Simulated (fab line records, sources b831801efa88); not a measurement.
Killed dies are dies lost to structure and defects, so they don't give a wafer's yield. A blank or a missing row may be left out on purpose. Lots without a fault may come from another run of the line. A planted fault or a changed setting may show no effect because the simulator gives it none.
Tool commonality check | flow sky130 | 12 lots, 36 wafers sampled

WHY IT WAS OPENED
At SKY_LOCAL_INTERCONNECT_CD_MEAS_11 the reading cd_nm is flagged on 4 of 12 lots. Wafers without a fault read 169.9 nm, standard deviation 1.2.
Rule: a lot is flagged when every wafer of it that has a number lies more than 4 standard deviations from that mean, or none has a number. The other lots count as sound.

lot  | measured     | on        | cd_nm (nm), wafer by wafer | flag
L753 | day 30 15:46 | cd_sem-01 | 169.6 170.7 169.5          |
L754 | day 30 23:17 | cd_sem-01 | 169.4 167.9 168.8          |
L756 | day 31 18:11 | cd_sem-01 | 170.5 170.7 170.6          |
L759 | day 32 14:58 | cd_sem-01 | 169.9 170.7 169.0          |
L761 | day 32 22:58 | cd_sem-01 | 169.3 168.9 168.7          |
L762 | day 33 04:14 | cd_sem-01 | 168.6 170.5 169.6          |
L766 | day 34 16:36 | cd_sem-02 | 170.5 170.2 170.5          |
L769 | day 35 11:25 | cd_sem-01 | 169.7 170.5 171.4          |
L771 | day 36 13:24 | cd_sem-02 | 152.7 153.3 153.2          | FLAGGED
L772 | day 36 20:20 | cd_sem-02 | 149.7 150.3 150.8          | FLAGGED
L774 | day 37 02:05 | cd_sem-02 | 157.1 156.5 155.5          | FLAGGED
L775 | day 37 09:15 | cd_sem-02 | 158.9 157.8 157.2          | FLAGGED
The numbers of the flagged lots are 154.4 nm on average: -15.5 nm against the usual, or -13 standard deviations.

WHICH TOOL RAN EACH LOT
The record holds 2 process steps before the reading, out of a route of 708 steps. In each cell: the tool, then ch and the chambers that the sampled wafers went through, then the start.
lot  | flag    | SKY_LOCAL_INTERCONNECT_SPUTTER_00 | SKY_LOCAL_INTERCONNECT_EXPOSE_08
L753 |         | pvd_sputter-03, day 29 11:07      | krf_scanner-01 ch 0, day 30 01:32
L754 |         | pvd_sputter-01, day 29 19:11      | krf_scanner-02 ch 0, day 30 09:28
L756 |         | pvd_sputter-03, day 30 14:53      | krf_scanner-02 ch 0, day 31 04:08
L759 |         | pvd_sputter-04, day 31 11:38      | krf_scanner-02 ch 0, day 32 01:44
L761 |         | pvd_sputter-03, day 31 20:04      | krf_scanner-01 ch 0, day 32 09:22
L762 |         | pvd_sputter-03, day 32 00:37      | krf_scanner-01 ch 0, day 32 14:43
L766 |         | pvd_sputter-03, day 33 14:23      | krf_scanner-01 ch 0, day 34 03:50
L769 |         | pvd_sputter-04, day 34 09:26      | krf_scanner-02 ch 0, day 34 22:25
L771 | FLAGGED | pvd_sputter-03, day 35 10:53      | krf_scanner-01 ch 0, day 36 00:29
L772 | FLAGGED | pvd_sputter-03, day 35 18:11      | krf_scanner-01 ch 0, day 36 07:12
L774 | FLAGGED | pvd_sputter-03, day 36 00:17      | krf_scanner-01 ch 0, day 36 13:44
L775 | FLAGGED | pvd_sputter-01, day 36 07:13      | krf_scanner-01 ch 0, day 36 20:54
What these steps do:
- SKY_LOCAL_INTERCONNECT_SPUTTER_00: material TiN, target thk 100 nm, time 83.3 s.
- SKY_LOCAL_INTERCONNECT_EXPOSE_08: exposes mask LI1M, target cd 170 nm.
- SKY_LOCAL_INTERCONNECT_CD_MEAS_11: target cd 170 nm.

FLAGGED OVER TOTAL, TOOL BY TOOL (the gauges that took the reading come last)
step                              | tool           | lots run | flagged | share of the flagged lots | sound lots run after its first flagged lot
SKY_LOCAL_INTERCONNECT_SPUTTER_00 | pvd_sputter-01 | 2        | 1       | some                      | 0
SKY_LOCAL_INTERCONNECT_SPUTTER_00 | pvd_sputter-03 | 8        | 3       | some                      | 0
SKY_LOCAL_INTERCONNECT_SPUTTER_00 | pvd_sputter-04 | 2        | 0       | none                      | -
SKY_LOCAL_INTERCONNECT_EXPOSE_08  | krf_scanner-01 | 8        | 4       | all                       | 0
SKY_LOCAL_INTERCONNECT_EXPOSE_08  | krf_scanner-02 | 4        | 0       | none                      | -
SKY_LOCAL_INTERCONNECT_CD_MEAS_11 | cd_sem-01      | 7        | 0       | none                      | -
SKY_LOCAL_INTERCONNECT_CD_MEAS_11 | cd_sem-02      | 5        | 4       | all                       | 0

WHAT THE TABLE ALLOWS
2 rows of the table ran every flagged lot: krf_scanner-01 at SKY_LOCAL_INTERCONNECT_EXPOSE_08, cd_sem-02 at SKY_LOCAL_INTERCONNECT_CD_MEAS_11.
- krf_scanner-01 at SKY_LOCAL_INTERCONNECT_EXPOSE_08: 4 of its 8 lots flagged. Its last sound lot is L766 (day 34 03:50), its first flagged lot L771 (day 36 00:29): a fault that began between those two fits. Its own readings lie more than 4 standard deviations out on every wafer of the flagged lots: exposure_dose_mJ_cm2.
- cd_sem-02 at SKY_LOCAL_INTERCONNECT_CD_MEAS_11: 4 of its 5 lots flagged. Its last sound lot is L766 (day 34 16:36), its first flagged lot L771 (day 36 13:24): a fault that began between those two fits.
Counting lots can't tell these 2 tools apart, because each fits a fault that began at some hour. More lots, or a look at what each step does to the wafer, might.

WHAT THE SIMULATOR HAD PUT IN
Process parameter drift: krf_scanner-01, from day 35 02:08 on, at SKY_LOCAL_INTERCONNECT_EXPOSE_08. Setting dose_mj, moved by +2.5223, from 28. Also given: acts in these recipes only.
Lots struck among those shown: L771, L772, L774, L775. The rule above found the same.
